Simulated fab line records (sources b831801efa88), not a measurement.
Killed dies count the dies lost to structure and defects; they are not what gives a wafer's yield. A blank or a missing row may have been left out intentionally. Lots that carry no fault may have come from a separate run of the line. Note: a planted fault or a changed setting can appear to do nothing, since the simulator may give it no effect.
Matching of chambers	flow gf180mcu	GF_PASSIVATION_CVD_00 on pecvd-04 has 3 sister chambers
The step deposits SiO2 from TEOS, target thk 1000 nm, time 111.95 s. 3 wafers are shown with their chamber, then 7 later ones without.

== EACH WAFER AND ITS CHAMBER ==
wafer	chamber	heater power w (W)
L637.4	1	667
L638.1	2	596
L638.2	0	483

== WAFERS WHOSE CHAMBER IS MISSING ==
wafer	heater power w (W)
L638.3	570
L643.2	484
L643.5	616
L643.6	437
L648.1	496
L648.4	535
L648.6	542

== CHAMBER TAKEN BY EACH ==
wafer	from the rows above	in truth
L638.3	can't be placed: 2 or 0 or 1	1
L643.2	0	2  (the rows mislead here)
L643.5	can't be placed: 2 or 1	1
L643.6	0	0
L648.1	0	0
L648.4	can't be placed: 0 or 2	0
L648.6	can't be placed: 2 or 0 or 1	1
Correct placement for 2 of the 7. Cannot be placed on the basis of these rows: 4; the candidates contain the true chamber in 4. Wrongly placed: 1.
How it was worked out, from the rows above alone: a wafer's distance from a chamber is the root of the sum, over the readings, of the square of ((its reading less the chamber's mean) divided by the reading's scatter). The wafer belongs to the nearest chamber; if the next one is less than 2 further off, it can't be placed. A chamber's mean is the mean of its shown wafers. The scatter: root of mean squared gap, hidden wafer to nearest shown wafer, with one shown wafer a chamber.
